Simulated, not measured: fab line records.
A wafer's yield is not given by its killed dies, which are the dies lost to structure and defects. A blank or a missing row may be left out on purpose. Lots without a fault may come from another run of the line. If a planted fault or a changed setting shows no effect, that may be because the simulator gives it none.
Chamber matching    flow gf180mcu    GF_V3_CMP_04 on cmp-02: 4 sister chambers
The step polishes SiO2. 4 wafers are shown with their chamber, then 7 later ones without.

## WAFERS PAIRED WITH THEIR CHAMBERS
wafer   chamber  motor_current_A (A)
L921.5  1        12.3
L932.3  0        12.4
L936.6  3        12.0
L939.5  2        11.3

## WAFERS WITHOUT THEIR CHAMBER
wafer   motor_current_A (A)
L939.6  12.8
L940.1  11.1
L940.3  13.1
L940.4  12.4
L941.1  12.4
L941.3  10.6
L941.6  13.2

## WHICH CHAMBER EACH WENT THROUGH
wafer   from the rows above           in truth
L939.6  can't be placed: 0 or 1 or 3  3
L940.1  can't be placed: 2 or 3 or 1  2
L940.3  can't be placed: 0 or 1 or 3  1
L940.4  can't be placed: 0 or 1 or 3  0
L941.1  can't be placed: 0 or 1 or 3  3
L941.3  can't be placed: 2 or 3 or 1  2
L941.6  can't be placed: 0 or 1 or 3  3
Correct placement for 0 of the 7. Unplaceable from these rows: 7, with the true chamber sitting among the candidates in 7. Placed wrongly: 0.
How it was worked out, from the rows above alone: a wafer's distance from a chamber is the root of the sum, over the readings, of the square of ((its reading less the chamber's mean) divided by the reading's scatter). If the next closest chamber is less than 2 further off than the closest, the wafer can't be placed; otherwise it belongs to the closest. For every chamber, the mean is computed from those of its wafers that are shown. The scatter: with one shown wafer a chamber, the root of the mean of the squares of how far each hidden wafer lies from its nearest shown one.
